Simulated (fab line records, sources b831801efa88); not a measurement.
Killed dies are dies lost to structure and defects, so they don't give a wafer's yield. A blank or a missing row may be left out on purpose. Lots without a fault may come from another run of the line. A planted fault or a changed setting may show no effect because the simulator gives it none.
fab line records | flow sky130
record lots=12 wafers=36 last_day=50
route steps=708 shown FIELD_ISO@5 NWELL@66
lots that met no fault: from a run of the same line without faults
start_h: hours from the record's first day to the start of the lot's first wafer shown | wait_h: hours since the lot's step before | " the same as in the row above | L1.1+2: a row that stands for several wafers | - no value, or no start given | * or withheld: withheld | < > ~ a bound
route shown NAME@n: a module of which the file shows steps, and the number in the route of the first | usual: mean/standard deviation of fault-free wafers | same: alike in all rows | chamber/n: place in a boat | sites: the reading at each site | _std_site: their standard deviation | _edge_site: outer sites' mean less inner sites' | radius_mm: how far each site lies from the wafer's centre | mask NAME#n: copy n | behind: the tool/chamber that last shaped the wafer | hold: why the lot was held/for how many hours/how that ended | device: the transistor (n, p or np) that didn't switch | end of line: the same wafers' tests at the end of the route | a step without rows: its recipe alone | killed: dies lost to structure and defects at the first sort, not the wafer's yield | map: a wafer's dies, x killed, . not, _ none there
set.NAME: the setting as run; set.NAME@STEP: as run at that earlier step | model.NAME: the simulator's own value behind a step, which no gauge read
steps of the route over a sample of lots; a table a step, a row a wafer
services: from which hour (start_h, from the record's first day; less than 0 if before it) a tool's chamber was out of use, for how many hours, and why
## steps
# step SKY_FIELD_ISO_THK_MEAS_04
# recipe reads=Si3N4_of_FIELD_ISO_CVD_03
# usual FIELD_ISO_CVD_03_THK=164.8/1.7
# columns lot.wafer tool chamber start_h wait_h FIELD_ISO_CVD_03_THK[nm]
L304.4 film_metro-02 - 18.51 0.0 165.1
L304.5 " - " " 165.1
L304.6 " - " " 165.5
L305.2 film_metro-03 - 24.18 0.0 165.3
L305.4 " - " " 164.7
L305.6 " - " " 165.8
L307.1 film_metro-02 - 34.48 0.0 168.7
L307.2 " - " " 165.6
L307.6 " - " " 165.9
L308.1 film_metro-04 - 39.77 0.0 165.0
L308.3 " - " " 164.8
L308.6 " - " " 165.5
L309.1 film_metro-03 - 46.78 0.0 164.8
L309.3 " - " " 164.5
L309.4 " - " " 163.5
L312.1 film_metro-04 - 60.24 0.0 163.4
L312.3 " - " " 165.3
L312.6 " - " " 165.1
L315.2 film_metro-04 - 75.22 0.0 166.5
L315.3 " - " " 164.5
L315.5 " - " " 165.8
L319.1 film_metro-04 - 93.48 0.0 161.9
L319.2 " - " " 162.4
L319.5 " - " " 162.9
L320.1 film_metro-04 - 98.48 0.0 164.7
L320.3 " - " " 163.0
L320.6 " - " " 163.3
L322.2 film_metro-04 - 136.31 0.0 161.7
L322.4 " - " " 162.8
L322.6 " - " " 161.9
L323.2 film_metro-02 - 136.31 0.0 165.0
L323.3 " - " " 164.9
L323.4 " - " " 166.0
L326.1 film_metro-03 - 136.33 0.0 165.6
L326.5 " - " " 164.4
L326.6 " - " " 164.6
# step SKY_FIELD_ISO_ETCH_14
# recipe chemistry=N2/H2 target=BARC ion_energy_ev=200 source_w=500 bias_w=100 pressure_mtorr=30 n2_flow_sccm=100 h2_flow_sccm=200 stop_on=SiO2 time_s=45.9 target_depth_a=600
# usual drypump_motor_current_A=5.5/0.44 h2_flow_sccm=199.9/0.62 oes_product_au=0.854/0.005 throttle_valve_pct=13.225/0.0087
# columns lot.wafer tool chamber start_h wait_h drypump_motor_current_A h2_flow_sccm oes_product_au rf_hours_counter_h throttle_valve_pct
L304.4 rie_diel-03 2 33.16 0.0 5.4 200.0 0.847 171 13.227
L304.5 " 0 " " 6.0 199.5 0.852 - 13.222
L304.6 " 1 " " 5.8 199.7 0.853 - 13.211
L305.2 rie_diel-01 3 39.10 0.1 5.7 199.5 0.859 66 13.225
L305.4 " 3 " " 5.7 199.4 0.850 - 13.243
L305.6 " 0 " " 5.0 200.1 0.855 - 13.226
L307.1 rie_diel-04 1 48.96 0.1 4.9 200.8 0.864 139 13.233
L307.2 " 2 " " 5.7 200.8 0.845 64 13.228
L307.6 " 0 " " 5.6 200.3 0.852 - 13.223
L308.1 rie_diel-04 2 55.69 0.1 5.7 200.3 0.853 64 13.234
L308.3 " 1 " " 4.9 200.2 0.862 139 13.207
L308.6 " 2 " " 5.8 199.6 0.859 - 13.223
L309.1 rie_diel-01 2 62.91 0.1 6.3 199.7 0.857 25 13.222
L309.3 " 0 " " 4.9 199.8 0.861 33 13.220
L309.4 " 3 " " 5.7 200.3 0.850 67 13.219
L312.1 rie_diel-01 2 76.73 0.1 6.2 199.3 0.867 25 13.230
L312.3 " 1 " " 6.0 199.7 0.855 32 13.215
L312.6 " 2 " " 6.2 199.3 0.846 - 13.223
L315.2 rie_diel-04 1 91.23 0.1 4.9 200.3 0.856 140 13.228
L315.3 " 3 " " 5.2 199.5 0.852 126 13.221
L315.5 " 3 " " 5.2 199.3 0.856 - 13.233
L319.1 rie_diel-01 3 111.48 0.1 5.7 200.4 0.867 68 13.235
L319.2 " 2 " " 6.3 200.8 0.859 25 13.238
L319.5 " 3 " " 5.7 201.5 0.852 - 13.230
L320.1 rie_diel-03 2 116.03 0.1 5.4 200.6 0.855 1 13.214
L320.3 " 0 " " 6.0 199.3 0.851 88 13.216
L320.6 " 3 " " 4.9 200.2 0.861 - 13.221
L322.2 rie_diel-04 3 156.11 0.1 5.2 200.0 0.861 126 13.240
L322.4 " 3 " " 5.2 201.1 0.855 - 13.228
L322.6 " 2 " " 5.8 200.1 0.864 - 13.230
L323.2 rie_diel-01 2 156.76 0.1 6.3 200.3 0.852 26 13.201
L323.3 " 3 " " 5.7 200.6 0.845 69 13.216
L323.4 " 0 " " 4.9 199.5 0.861 35 13.242
L326.1 rie_diel-03 3 157.26 0.1 4.9 200.3 0.865 1 13.224
L326.5 " 1 " " 5.8 199.7 0.855 - 13.222
L326.6 " 0 " " 6.0 199.5 0.845 - 13.228
# step SKY_NWELL_IMPLANT_13
# recipe species=P energy_kev=50 dose_cm2=7e+11 tilt_deg=withheld
# usual beam_on_s=9.98/0.21
# columns lot.wafer tool chamber start_h wait_h beam_on_s
L304.4 implanter-03 0 87.57 0.1 9.75
L304.5 " 0 " " 10.01
L304.6 " 0 " " 10.06
L305.2 implanter-03 0 96.82 0.1 10.24
L305.4 " 0 " " 9.89
L305.6 " 0 " " 10.32
L307.1 implanter-02 0 105.45 0.1 10.09
L307.2 " 0 " " 10.04
L307.6 " 0 " " 9.87
L307.1 implanter-02 0 105.76 0.3 10.21
L307.2 " 0 " " 9.84
L307.6 " 0 " " 10.01
L308.1 implanter-04 0 115.55 0.2 10.18
L308.3 " 0 " " 9.74
L308.6 " 0 " " 9.77
L309.1 implanter-03 0 124.20 0.1 9.77
L309.3 " 0 " " 10.35
L309.4 " 0 " " 10.07
L312.1 implanter-04 0 134.60 0.1 9.82
L312.3 " 0 " " 10.11
L312.6 " 0 " " 10.02
L312.1 implanter-04 0 134.91 0.3 10.03
L312.3 " 0 " " 10.13
L312.6 " 0 " " 9.72
L315.2 implanter-04 0 149.37 0.1 10.00
L315.3 " 0 " " 10.34
L315.5 " 0 " " 9.79
L315.2 implanter-04 0 149.69 0.3 9.73
L315.3 " 0 " " 9.80
L315.5 " 0 " " 9.99
L319.1 implanter-02 0 172.80 0.1 10.06
L319.2 " 0 " " 9.85
L319.5 " 0 " " 10.23
L320.1 implanter-04 0 181.03 0.1 10.30
L320.3 " 0 " " 10.26
L320.6 " 0 " " 10.16
L322.2 implanter-04 0 229.27 0.1 10.34
L322.4 " 0 " " 9.78
L322.6 " 0 " " 10.57
L323.2 implanter-02 0 229.55 0.1 9.79
L323.3 " 0 " " 9.96
L323.4 " 0 " " 9.55
L326.1 implanter-03 0 229.95 0.1 9.52
L326.5 " 0 " " 9.92
L326.6 " 0 " " 10.22
# step SKY_NWELL_RTA_28
# recipe temp_c=1050 time_s=30 idle_temp_c=650 ramp_up_c_per_s=150 ramp_down_c_per_s=90 ambient=N2
# usual lamp_power_pct=25.31/0.052 ramp_up_c_per_s=150.00/0.028 wafer_temp_C_max=1054.9/0.87
# columns lot.wafer tool chamber start_h wait_h lamp_power_pct ramp_up_c_per_s wafer_temp_C_max
L304.4 rtp_anneal-02 0 105.48 0.1 25.31 150.01 1055.5
L304.5 " 0 " " 25.39 149.99 1053.8
L304.6 " 0 " " 25.20 150.01 1054.8
L305.2 rtp_anneal-02 0 115.15 0.0 25.35 149.99 1055.5
L305.4 " 0 " " 25.25 149.99 1055.4
L305.6 " 0 " " 25.31 149.99 1054.3
L307.1 rtp_anneal-02 0 123.09 0.0 25.26 149.98 1056.0
L307.2 " 0 " " 25.28 149.99 1056.1
L307.6 " 0 " " 25.40 149.91 1054.7
L308.1 rtp_anneal-01 0 132.76 0.0 25.27 149.98 1056.5
L308.3 " 0 " " 25.27 149.99 1053.3
L308.6 " 0 " " 25.29 149.98 1056.2
L309.1 rtp_anneal-01 0 140.24 0.0 25.30 149.99 1056.0
L309.3 " 0 " " 25.35 150.01 1056.4
L309.4 " 0 " " 25.28 150.05 1054.5
L312.1 rtp_anneal-02 0 153.94 0.0 25.33 150.03 1054.2
L312.3 " 0 " " 25.23 149.97 1053.8
L312.6 " 0 " " 25.31 150.01 1054.1
L315.2 rtp_anneal-01 0 169.19 0.0 25.39 149.98 1055.7
L315.3 " 0 " " 25.28 150.02 1056.2
L315.5 " 0 " " 25.26 149.96 1055.2
L319.1 rtp_anneal-01 0 193.94 0.0 25.41 149.99 1054.6
L319.2 " 0 " " 25.30 149.97 1054.6
L319.5 " 0 " " 25.35 149.99 1054.8
L320.1 rtp_anneal-02 0 203.24 0.0 25.31 149.96 1055.3
L320.3 " 0 " " 25.33 149.99 1054.2
L320.6 " 0 " " 25.26 149.96 1054.5
L322.2 rtp_anneal-01 0 252.22 0.0 25.34 149.97 1054.1
L322.4 " 0 " " 25.26 150.02 1055.5
L322.6 " 0 " " 25.20 150.02 1053.7
L323.2 rtp_anneal-02 0 252.56 0.0 25.24 150.00 1056.2
L323.3 " 0 " " 25.36 150.01 1054.7
L323.4 " 0 " " 25.34 150.03 1054.0
L326.1 rtp_anneal-01 0 252.56 0.0 25.22 149.99 1055.5
L326.5 " 0 " " 25.33 149.96 1055.5
L326.6 " 0 " " 25.31 149.98 1054.4
# step SKY_NWELL_RS_MEAS_29
# recipe thk_meas_gauge=four-point-probe
# usual NWELL_RS=624.7/1.6
# columns lot.wafer tool chamber start_h wait_h NWELL_RS[ohm/sq]
L304.4 film_metro-01 - 105.59 0.1 627.0
L304.5 " - " " 626.5
L304.6 " - " " 629.1
L305.2 film_metro-04 - 115.26 0.1 624.2
L305.4 " - " " 623.9
L305.6 " - " " 625.3
L307.1 film_metro-04 - 123.19 0.1 604.0
L307.2 " - " " 600.9
L307.6 " - " " 603.3
L307.1 film_metro-04 - 123.55 0.3 603.9
L307.2 " - " " 603.1
L307.6 " - " " 603.3
L308.1 film_metro-03 - 132.86 0.1 625.8
L308.3 " - " " 623.2
L308.6 " - " " 623.8
L309.1 film_metro-04 - 140.34 0.1 622.8
L309.3 " - " " 624.2
L309.4 " - " " 625.1
L312.1 film_metro-01 - 154.04 0.1 606.0
L312.3 " - " " 606.5
L312.6 " - " " 606.4
L312.1 film_metro-01 - 154.40 0.3 606.5
L312.3 " - " " 608.3
L312.6 " - " " 606.7
L315.2 film_metro-03 - 169.29 0.1 605.8
L315.3 " - " " 605.2
L315.5 " - " " 606.8
L315.2 film_metro-03 - 169.65 0.3 605.8
L315.3 " - " " 603.8
L315.5 " - " " 605.8
L319.1 film_metro-04 - 194.04 0.1 623.7
L319.2 " - " " 622.6
L319.5 " - " " 623.5
L320.1 film_metro-01 - 203.34 0.1 627.5
L320.3 " - " " 627.5
L320.6 " - " " 627.7
L322.2 film_metro-03 - 252.33 0.1 624.9
L322.4 " - " " 623.5
L322.6 " - " " 625.1
L326.1 film_metro-01 - 252.66 0.1 624.2
L326.5 " - " " 624.6
L326.6 " - " " 625.9
L323.2 film_metro-04 - 252.66 0.1 624.5
L323.3 " - " " 624.3
L323.4 " - " " 623.0
## services
# columns tool chamber start_h hours kind
rie_diel-04 - 11.34 0.3 repair
rie_diel-04 - 20.22 14.6 pm
rie_diel-01 2 30.18 13.1 repair
rie_diel-01 1 50.30 5.8 repair
rie_diel-01 3 52.81 5.2 repair
implanter-03 - 60.02 2.7 repair
implanter-03 - 64.34 3.3 repair
rie_diel-03 0 83.31 7.1 repair
implanter-04 - 101.93 2.0 repair
rie_diel-04 - 105.75 15.6 pm
implanter-04 - 144.40 4.6 repair
rie_diel-01 2 148.33 2.9 repair
rie_diel-04 1 155.44 2.0 repair
rie_diel-01 0 169.18 2.4 repair
rie_diel-01 - 172.15 1.0 repair
implanter-03 - 204.68 10.4 repair
rie_diel-04 1 222.11 4.1 repair
rie_diel-04 1 226.20 - clean
rie_diel-04 1 226.20 24.2 scheduled_down
rie_diel-03 1 237.72 10.1 repair
rie_diel-04 0 238.51 3.1 repair
implanter-04 - 239.14 3.1 pm
implanter-03 - 244.55 5.0 repair
rie_diel-03 3 252.25 5.5 repair
## key
first_sign step=SKY_NWELL_IMPLANT_13 reading=visit direction=added
effect step=SKY_NWELL_RS_MEAS_29 reading=visit direction=added
effect step=SKY_NWELL_RS_MEAS_29 reading=NWELL_RS direction=down sigmas=13 usual=624.7 struck=605.0
met_at SKY_NWELL_IMPLANT_13
struck_lots L307,L312,L315
tester_left_out L307,L312,L315
not_acting_at SKY_FIELD_ISO_THK_MEAS_04,SKY_FIELD_ISO_ETCH_14,SKY_NWELL_RTA_28
fault kind=repeated_step_whole tool=implanter-02,implanter-03,implanter-04 chamber=- onset_h=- steps=SKY_NWELL_IMPLANT_13 times=1 scope=struck_lots_only
# tester_left_out: of these lots the tester's yield and bins aren't shown, on N5 and GAA mostly nor the transistor test; their killed dies are dies lost to structure and defects alone, not to doping, threshold or leakage, so they don't give the yield
